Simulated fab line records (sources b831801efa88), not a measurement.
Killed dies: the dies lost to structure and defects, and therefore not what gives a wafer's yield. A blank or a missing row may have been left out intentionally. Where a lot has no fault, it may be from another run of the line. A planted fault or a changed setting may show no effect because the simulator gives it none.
A struck lot beside a sound one    flow sky130    16 out of 708 route steps
Sound: the wafers L847.1, L847.4, L847.5. Struck: wafer L854.5 (left out: L854.3, L854.4 of the same lot, which were not struck); the cause appears at the end.
Order at every step that has rows: each side's tool, ch and its chambers, its first start. Under that, the readings that differ: sound wafers    struck wafers    difference of the means    sigmas: that difference in standard deviations of wafers without a fault.
alike: a reading whose means differ by less than 2 such deviations, as well as words and numbers matching on both sides. not compared: withheld readings; readings where some wafer has no value; bounds like >300 that might hide an equal value; numbers whose values overlap and for which the record gives no deviation.
A row with sigmas, a row that says differs or no value, or rows on one side alone: a step with any of these is where the two part. Numbers that don't overlap but have no deviation are shown without sigmas and don't part them. A reading that every wafer of one side lacks parts them only if that side has two wafers or more.

SKY_SD_N_OVL_MEAS_08:
  sound on overlay-02, day 29 23:41; struck on overlay-01, day 32 01:12
reading        sound        struck  difference  sigmas
SD_N_OVL (nm)  0.6 1.2 0.9  -2.8    -3.7        -3
then, 2 steps without rows for these wafers: SKY_SD_N_IMPLANT_09; SKY_SD_N_IMPLANT_10.
SKY_SD_N_STRIP_11: strips in O2/N2.
  sound on plasmaAsher-03 ch 0,1, day 30 00:01; struck on plasmaAsher-03 ch 0, day 32 01:34
  alike: drypumpMotorCurrentA, oesProductAu, stripTimeToEndpointS
  not compared: rfHoursCounterH
SKY_SD_N_TW_MEAS_12:
  sound on filmMetro-02, day 30 00:07; struck on filmMetro-03, day 32 01:38
  alike: SD_N_TW
then, 1 step without rows for these wafers: SKY_SD_N_CLEAN_13 (cleans in SC1/SC2, time 150 s).
SKY_SD_N_RTA_14: time 2 s.
  sound on rtpAnneal-02 ch 0, day 30 00:14; struck on rtpAnneal-01 ch 0, day 32 01:46
  alike: annealTempCMax, lampPowerPct, wafer_temp_C_max
SKY_SD_N_RS_MEAS_16: measures by four-point-probe.
  sound on filmMetro-03, day 30 00:24; struck on filmMetro-02, day 32 01:58
  alike: SD_N_RS
SKY_SD_N_RS_MEAS_17: measures by four-point-probe.
  sound on filmMetro-03, day 30 00:31; struck on filmMetro-02, day 32 02:05
  alike: SD_P_RS
SKY_SD_N_RS_MEAS_18: measures by four-point-probe.
  sound on filmMetro-03, day 30 00:38; struck on filmMetro-02, day 32 02:12
  alike: RES_XHIGH_RS
then, 1 step without rows for these wafers: SKY_SALICIDE_CLEAN_00 (cleans in HF-last, time 30 s).
SKY_LI_CONTACT_HDPCVD_00: deposits PSG, target thk 930 nm, time 155 s.
  sound on hdpcvd-02 ch 1,2, day 30 00:47; struck on hdpcvd-01 ch 0, day 32 02:17
reading                                       sound              struck  difference  sigmas
runLengthS (s)                                183.2 183.4 183.1  225.7   +42.5       +99
model.PSG_of_LI_CONTACT_HDPCVD_00.thkNm (nm)  941.2 943.8 942.1  1202    +260        
SKY_LI_CONTACT_THK_MEAS_01:
  sound on filmMetro-03, day 30 00:53; struck on filmMetro-03, day 32 02:25
reading                     sound        struck  difference  sigmas
LI_CONTACT_HDPCVD_THK (nm)  941 943 942  1202    +260        +19
SKY_LI_CONTACT_CMP_02: polishes PSG.
  sound on cmp-02 ch 0,2, day 30 00:56; struck on cmp-01 ch 1, day 32 02:28
reading              sound     struck  difference  sigmas
timeToEndpointS (s)  39 40 39  61      +22         +6
  alike: motorCurrentA, slurryFilterDpKPa
SKY_LI_CONTACT_BOW_MEAS_03:
  sound on filmMetro-04, day 30 01:14; struck on filmMetro-04, day 32 02:48
  alike: LI_CONTACT_BOW
-- the record jumps here: 17 days lie between the struck wafers' starts before and after (it left off in module LI_CONTACT and takes up again in module PAD_OPEN, whose first step shown is number 708 of the route) --
SKY_PAD_OPEN_PROBE_99:
  sound on prober-02, day 47 08:02; struck on prober-01, day 48 18:56
reading           sound     struck  difference  sigmas
killedAtFrontEnd  21 18 18  11      -8          -2
  alike: killed_at_M0_to_M3, killed_at_M4_up, killedAtContacts, killedAtOther, killedDies, killedOnRim, killedOpen, killedShort

## WHERE THEY PART
Last at SKY_PAD_OPEN_PROBE_99 as far as this record goes, first at SKY_SD_N_OVL_MEAS_08.

WHY: what had been put in by the simulator
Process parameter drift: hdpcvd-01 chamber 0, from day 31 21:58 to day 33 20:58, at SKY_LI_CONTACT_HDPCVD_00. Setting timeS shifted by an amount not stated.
